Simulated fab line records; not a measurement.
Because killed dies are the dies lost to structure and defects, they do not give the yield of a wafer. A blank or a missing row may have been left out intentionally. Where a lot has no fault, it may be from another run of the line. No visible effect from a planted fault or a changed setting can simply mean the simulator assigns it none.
Matching of chambers    flow sky130    SKY_VIA2_CMP_02 on cmp-01: 4 sister chambers
The step polishes SiO2. 4 wafers are shown with their chamber, then 7 later ones without.

## WAFERS WITH THEIR CHAMBER
wafer   chamber  motor-current-A (A)
L076.1  1        12.1
L088.3  2        12.7
L083.2  0        11.7
L083.3  3        11.3

## WAFERS WITH NO CHAMBER GIVEN
wafer   motor-current-A (A)
L083.5  11.7
L094.3  12.1
L094.4  11.7
L094.5  11.0
L095.1  11.1
L095.3  10.9
L095.5  11.7

## THE CHAMBER EACH PASSED THROUGH
wafer   from the rows above           in truth
L083.5  can't be placed: 0 or 3 or 1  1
L094.3  can't be placed: 1 or 0       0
L094.4  can't be placed: 0 or 3 or 1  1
L094.5  can't be placed: 3 or 0       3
L095.1  can't be placed: 3 or 0       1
L095.3  can't be placed: 3 or 0       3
L095.5  can't be placed: 0 or 3 or 1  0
0 of 7 placed correctly. Unplaceable from these rows: 7, with the true chamber sitting among the candidates in 6. Placed wrongly: 0.
How it was worked out, from the rows above alone: a wafer's distance from a chamber is the root of the sum, over the readings, of the square of ((its reading less the chamber's mean) divided by the reading's scatter). The wafer belongs to the nearest chamber; if the next one is less than 2 further off, it can't be placed. A chamber's mean is the mean of its shown wafers. The scatter (one wafer shown for each chamber): square how far every hidden wafer sits from the nearest shown wafer, average those squares and take the square root.
